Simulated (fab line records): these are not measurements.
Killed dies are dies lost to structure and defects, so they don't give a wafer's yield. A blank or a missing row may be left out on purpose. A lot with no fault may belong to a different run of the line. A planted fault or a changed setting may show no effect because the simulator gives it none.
Problem report in the 8D (eight disciplines) form, filled by code || flow gf180mcu || the parts of the form that need people (team, actions taken, sign-off) are left out

## 1. THE PROBLEM
Mean of temp_c at GF_TOP_METAL_STRIP_18: 71.87 C over 2 wafers from 1 lot, against 72.52 C (standard deviation 0.14) on wafers with no fault. Measured from the usual mean, that is -4.6 standard deviations.
The step: strips in post etch residue remover, time 1200 s.
Seen first at day 31 09:29 on wet_bench-01, wafer L283.2. At this step, 38 wafers from 13 lots have a number in the record. By rule, "out" or "out of limits" means more than 4 standard deviations away from the usual mean. The rest of the wafers with a number are treated as sound.

## 2. WHAT IT IS; WHAT IT IS NOT
{"question": "which readings at this step", "is": "temp_c", "is not": "-"}
{"question": "which lots", "is": "L283", "is not": "L271, L272, L273, L274, L275, L278, L279, L280, L281, L282, L284, L294"}
{"question": "which wafers of those lots", "is": "all that have a number", "is not": "-"}
{"question": "read on which tools", "is": "wet_bench-01", "is not": "wet_bench-02, wet_bench-04"}
{"question": "when", "is": "from day 31 09:29", "is not": "up to then (30 sound wafers); but 6 sound wafers of L284, L294 came after"}

## 3. THE SUSPECTS, EACH WITH WHAT RULES IT OUT
Counting: a tool stays on the suspect list if, at a process step up to the reading, it processed all lots that are out and no sound lot following the first of them.
- pvd_sputter-02 at GF_V5_SPUTTER_22 (material TiN, target thk 10 nm, time 40 s): kept. It ran the lot that is out, L283 (day 30 14:56), and no sound lot after that; its last sound lot up to then is L279 (day 29 21:34).
- cmp-01 at GF_V5_CMP_26 (polishes, stops on SiO2, t overpolish 15 s, target thk 0 nm): ruled out as a lasting fault. Sound lots L294 ran on it after its first lot that is out, L283 (day 30 15:19).
- wet_bench-01 at GF_TOP_METAL_STRIP_18 (strips in post etch residue remover, time 1200 s): kept. It ran the lot that is out, L283 (day 31 09:29), and no sound lot after that; its last sound lot up to then is L282 (day 31 03:58). Out on those wafers are its own readings of temp_c.
After counting, pvd_sputter-02 at GF_V5_SPUTTER_22 and wet_bench-01 at GF_TOP_METAL_STRIP_18 remain.

## 4. THE CAUSE (what the simulator had put in)
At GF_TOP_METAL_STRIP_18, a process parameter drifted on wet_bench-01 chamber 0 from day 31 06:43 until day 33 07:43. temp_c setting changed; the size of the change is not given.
2 suspects survive the count, and this tool is in that group.

## 5. THE EFFECT CHAIN, in route order
Each row: a reading where the mean over the struck wafers with a number is more than 3 standard deviations away from the usual. Scope: only readings with a usual standard deviation given in the record; hours: median across lots of the time from each lot's start at the first step in this table that gives one to its start at this step; sigmas: change in usual standard deviations.
{"hours": 0, "step": "GF_TOP_METAL_STRIP_18", "reading": "temp_c", "usual": "72.52 C", "on struck wafers": 71.87, "change": -0.65, "sigmas": -4.6}
Here are the process steps it includes:
- GF_TOP_METAL_STRIP_18: strips in post etch residue remover, time 1200 s.

## 6. HOW IT WOULD HAVE BEEN CAUGHT EARLIER
In this record the first reading out of limits was taken at day 31 09:29, 3 hours after the fault began at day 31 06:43.
